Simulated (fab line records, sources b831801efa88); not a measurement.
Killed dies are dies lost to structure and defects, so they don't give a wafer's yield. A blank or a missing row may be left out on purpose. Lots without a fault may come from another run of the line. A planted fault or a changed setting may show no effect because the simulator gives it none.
Chamber matching | flow sky130 | SKY_VIA2_ETCH_15 on rie_diel-02: 4 sister chambers
The step etches SiO2 in C4F8/O2/Ar, stops on TiN, target depth 546 nm, time 84 s. 4 wafers are shown with their chamber, then 7 later ones without.

WAFERS WITH THEIR CHAMBER
wafer  | chamber | oes_product_au (a.u.)
L992.3 | 1       | 0.948
L992.6 | 3       | 0.942
L994.6 | 0       | 0.939
L995.4 | 2       | 0.940

WAFERS WITHOUT THEIR CHAMBER
wafer  | oes_product_au (a.u.)
L995.5 | 0.936
L110.1 | 0.934
L110.2 | 0.940
L110.6 | 0.939
L111.3 | 0.937
L111.5 | 0.937
L111.6 | 0.941

WHICH CHAMBER EACH WENT THROUGH
wafer  | from the rows above          | in truth
L995.5 | can't be placed: 0 or 2 or 3 | 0
L110.1 | can't be placed: 0 or 2 or 3 | 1
L110.2 | can't be placed: 2 or 0 or 3 | 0
L110.6 | can't be placed: 0 or 2 or 3 | 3
L111.3 | can't be placed: 0 or 2 or 3 | 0
L111.5 | can't be placed: 0 or 2 or 3 | 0
L111.6 | can't be placed: 2 or 3 or 0 | 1
Placed correctly: 0 of 7. Can't be placed from these rows: 7 (the true chamber is among the candidates in 5). Placed wrongly: 0.
How it was worked out, from the rows above alone: a wafer's distance from a chamber is the root of the sum, over the readings, of the square of ((its reading less the chamber's mean) divided by the reading's scatter). The wafer belongs to the nearest chamber; if the next one is less than 2 further off, it can't be placed. A chamber's mean is the mean of its shown wafers. The scatter: with one shown wafer a chamber, the root of the mean of the squares of how far each hidden wafer lies from its nearest shown one.
